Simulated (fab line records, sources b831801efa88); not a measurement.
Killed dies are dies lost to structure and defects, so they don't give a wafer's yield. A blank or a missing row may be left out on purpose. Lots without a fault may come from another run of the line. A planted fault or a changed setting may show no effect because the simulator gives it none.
Problem report in the 8D (eight disciplines) form, filled by code | flow sky130 | the parts of the form that need people (team, actions taken, sign-off) are left out

1. THE PROBLEM
LI_CONTACT_HDPCVD_THK at SKY_LI_CONTACT_THK_MEAS_01 reads a mean of 612 nm on 9 wafers of 3 lots; wafers without a fault read 930 nm with a standard deviation of 11. That is -29 standard deviations from the usual mean.
First seen on wafer L951.2, day 33 20:02, on film_metro-01. The record holds 33 wafers of 11 lots with a number at this step. Rule for "out", or "out of limits": more than 4 standard deviations from the usual mean. The other wafers with a number count as sound.

2. WHAT IT IS AND WHAT IT IS NOT
question                    | is                           | is not
which readings at this step | LI_CONTACT_HDPCVD_THK        | -
which lots                  | L951, L953, L955             | L939, L940, L941, L943, L944, L946, L952, L957
which wafers of those lots  | all that have a number       | -
read on which gauges        | film_metro-01, film_metro-02 | film_metro-04
when                        | from day 33 20:02            | up to then (18 sound wafers); but 6 sound wafers of L952, L957 came after

3. SUSPECTS, AND WHAT RULES EACH OUT
Counting: a tool at a process step up to the reading stays a suspect if it ran every lot that is out and no sound lot after the first of them.
- the gauge at SKY_LI_CONTACT_THK_MEAS_01: ruled out. The wafers that are out were read on 2 gauges (film_metro-01, film_metro-02).
- hdpcvd-01 at SKY_LI_CONTACT_HDPCVD_00 (deposits PSG, target thk 930 nm, time 155 s): kept. It ran every lot that is out, first L951 (day 33 19:56), and no sound lot after that; its last sound lot up to then is L941 (day 31 13:20).
Left after counting: hdpcvd-01 at SKY_LI_CONTACT_HDPCVD_00.

4. THE CAUSE (what the simulator had put in)
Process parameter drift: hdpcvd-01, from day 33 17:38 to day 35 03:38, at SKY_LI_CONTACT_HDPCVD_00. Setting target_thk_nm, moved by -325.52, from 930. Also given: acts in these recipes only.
Counting left only this tool.

5. THE CHAIN OF EFFECTS, in route order
Each row: a reading whose mean over the struck wafers that have a number lies more than 3 standard deviations from the usual. Only readings for which the record gives a usual standard deviation are gone through. hours: the time from each lot's start at the first step in this table that gives one to its start at this step, as a median over the lots. sigmas: the change in usual standard deviations.
hours | step                       | reading               | usual  | on struck wafers | change | sigmas
0     | SKY_LI_CONTACT_THK_MEAS_01 | LI_CONTACT_HDPCVD_THK | 930 nm | 612              | -318   | -29
0     | SKY_LI_CONTACT_CMP_02      | time_to_endpoint_s    | 33.0 s | 1.4              | -31.6  | -14
The process steps in it:
- SKY_LI_CONTACT_CMP_02: polishes PSG.
Later measuring or inspecting steps at which every struck wafer that the step has a row for has a number for every such reading, and none has moved that far: SKY_LI_CONTACT_BOW_MEAS_03.

6. WHAT WOULD HAVE CAUGHT IT SOONER
In this record the first reading out of limits at a measuring or inspecting step was taken at day 33 20:02, 2 hours after the fault began at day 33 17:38.
Of the tool readings at SKY_LI_CONTACT_HDPCVD_00 for which the record gives a usual standard deviation, none was out on any struck wafer, so an alarm limit of 4 standard deviations on them would not have fired.
Of the lots that are out (3), L953, L955 began SKY_LI_CONTACT_HDPCVD_00 on hdpcvd-01 after day 33 20:02. A hold on the tool at that time would have spared those 2.
